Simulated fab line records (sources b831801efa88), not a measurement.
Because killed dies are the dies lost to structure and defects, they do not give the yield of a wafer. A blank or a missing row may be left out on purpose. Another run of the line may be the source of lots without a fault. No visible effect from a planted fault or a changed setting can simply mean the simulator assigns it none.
Which tool did it? | flow gf180mcu | 7 lots with 21 wafers sampled at 2 steps, on a route of 602 steps

WHAT THE GAUGES READ, wafer by wafer
GF_M3_OVL_MEAS_15.
lot  | measured     | on         | M3_OVL (nm)
L345 | day 21 17:28 | overlay-02 | 1 -7 -6
L347 | day 22 03:50 | overlay-01 | 5 -2 1
L350 | day 23 11:52 | overlay-02 | 7 0 10
L352 | day 24 06:16 | overlay-02 | -7 -1 -1
L356 | day 25 10:59 | overlay-02 | 10 10 -1
L358 | day 26 09:19 | overlay-01 | -5 2 9
L366 | day 28 17:26 | overlay-02 | -8 7 0

WHAT TOOL EACH LOT RAN ON (gives the tool, then ch and the chambers of the sampled wafers, and finally the start)
lot  | GF_V2_CVD_23
L345 | cvdW-02 ch 0,1, day 20 17:14
L347 | cvdW-02 ch 0,1, day 21 03:13
L350 | cvdW-01 ch 0,1, day 22 11:24
L352 | cvdW-02 ch 0,1, day 23 06:26
L356 | cvdW-02 ch 0,1, day 24 15:05
L358 | cvdW-01 ch 0,1, day 25 11:37
L366 | cvdW-01 ch 0,1, day 27 20:58
- GF_V2_CVD_23: deposits W, target thk 350 nm, time 104.94 s.

THE ANSWER, worked out from the rows above alone
Rule: usual is defined by the lots themselves. The widest of any qualifying gaps counts: lots, ordered by their means at a reading, are off when they make up no more than a third of the lots, leave a main group of 4 or more, and stand apart from it by 3 or more times the standard deviation of that group's means. The tables above print the reading to a certain number of digits; a main group whose means all agree to those digits is not used. Also off: a lot with no number at a reading for which 4 or more lots have one. Where the step has rows for the other lots, those lots are counted as sound.
Across all readings shown, no lot is off: no conclusion can be drawn from this.

WHAT THE SIMULATOR PUT IN
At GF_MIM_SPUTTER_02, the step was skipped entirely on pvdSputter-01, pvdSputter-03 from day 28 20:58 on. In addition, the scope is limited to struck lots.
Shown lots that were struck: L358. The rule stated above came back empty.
